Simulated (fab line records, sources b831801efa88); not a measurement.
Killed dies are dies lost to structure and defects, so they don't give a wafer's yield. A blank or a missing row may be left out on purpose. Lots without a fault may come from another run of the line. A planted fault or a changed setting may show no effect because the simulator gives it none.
Which tool did it? | flow gf180mcu | 6 lots, 18 wafers sampled, at 1 step of a route of 602

WHAT THE GAUGES READ, wafer by wafer
GF_M4_THK_MEAS_06: measures by xrf.
lot  | measured     | on            | M4_ALCU_THK (nm)
L241 | day 23 17:13 | film_metro-03 | 454 448 456
L245 | day 25 06:02 | film_metro-02 | 469 459 457
L247 | day 25 23:55 | film_metro-04 | 468 448 456
L250 | day 26 11:48 | film_metro-02 | 458 452 452
L259 | day 29 08:46 | film_metro-02 | 454 453 456
L263 | day 30 10:18 | film_metro-03 | 469 453 457

WHICH TOOL RAN EACH LOT (tool, then ch and the chambers of the sampled wafers, then the start)
The record holds no process step before these readings.

THE ANSWER, worked out from the rows above alone
Rule: what is usual is taken from the lots themselves. Put in order of their means at a reading, lots are off if they are a third of the lots or fewer, leave a main group of 4 or more, and stand apart from it by a gap of 3 or more times the standard deviation of the main group's means; of several such gaps the widest counts. A main group whose means are all the same, to the digits that the tables above print for the reading, isn't used. A lot without any number at a reading at which 4 lots or more have one is off too. The other lots that the step has rows for count as sound.
No lot is off at any reading shown: from this, nothing can be told.

WHAT THE SIMULATOR HAD PUT IN
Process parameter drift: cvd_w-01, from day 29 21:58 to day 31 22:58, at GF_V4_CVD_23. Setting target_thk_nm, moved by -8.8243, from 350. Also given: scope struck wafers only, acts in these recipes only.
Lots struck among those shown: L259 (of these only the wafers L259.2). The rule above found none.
